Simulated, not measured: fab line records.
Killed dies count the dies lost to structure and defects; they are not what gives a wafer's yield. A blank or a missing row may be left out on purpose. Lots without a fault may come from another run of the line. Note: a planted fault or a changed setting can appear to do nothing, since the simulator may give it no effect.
2 desks looking at one fault | flow gf180mcu | numbers are kept per desk, each desk with only its own; the story behind them comes last

AT THE METROLOGY DESK
Means of the sampled wafers that have a number, per lot and without regard to the tool the lot ran on: this is what the gauges read. If a lot's mean is further than 4 standard deviations from the usual mean, the lot is out of limits and carries the mark OUT (the distance appears in the brackets).
Columns: A = V1_W_RS at GF_V1_RS_MEAS_24, usual 0.330 ohm/sq; B = V1_W_THK at GF_V1_THK_MEAS_25, usual 341 nm
lot  | first seen here | A     | B
L181 | day 20 14:13    | 0.337 | 326
L185 | day 21 23:31    | 0.333 | 335
L193 | day 24 06:05    | 0.328 | 344
L194 | day 24 14:07    | 0.332 | 339
L198 | day 25 16:38    | 0.332 | 340
L199 | day 25 19:44    | 0.331 | 341
This desk's finding: nothing out of limits on any of the 6 lots.

AT THE TOOL OWNER'S DESK: pvd-sputter-01
The tool's own readings at GF_M2_SPUTTER_03 (material Ti, target thk 10 nm, time 6.7 s): means of the sampled wafers that have a number, for each lot that ran on this tool. If a lot's mean is further than 4 standard deviations from the usual mean, the lot is out of limits and carries the mark OUT (the distance appears in the brackets).
Columns: A = cathode-dc-power-W at GF_M2_SPUTTER_03, usual 3000.0 W; B = chamber-pressure-pa at GF_M2_SPUTTER_03, usual 0.3000 Pa; C = throttle-valve-pct at GF_M2_SPUTTER_03, usual 29.7 %
lot  | first seen here | A      | B      | C
L181 | day 20 14:50    | 2999.8 | 0.2998 | 28.9
This desk's finding: nothing out of limits on the one lot.

TAKEN TOGETHER
At the metrology desk, nothing out of limits was observed.
Nothing out of limits was seen by the tool owner's desk.

WHAT THE SIMULATOR HAD PUT IN
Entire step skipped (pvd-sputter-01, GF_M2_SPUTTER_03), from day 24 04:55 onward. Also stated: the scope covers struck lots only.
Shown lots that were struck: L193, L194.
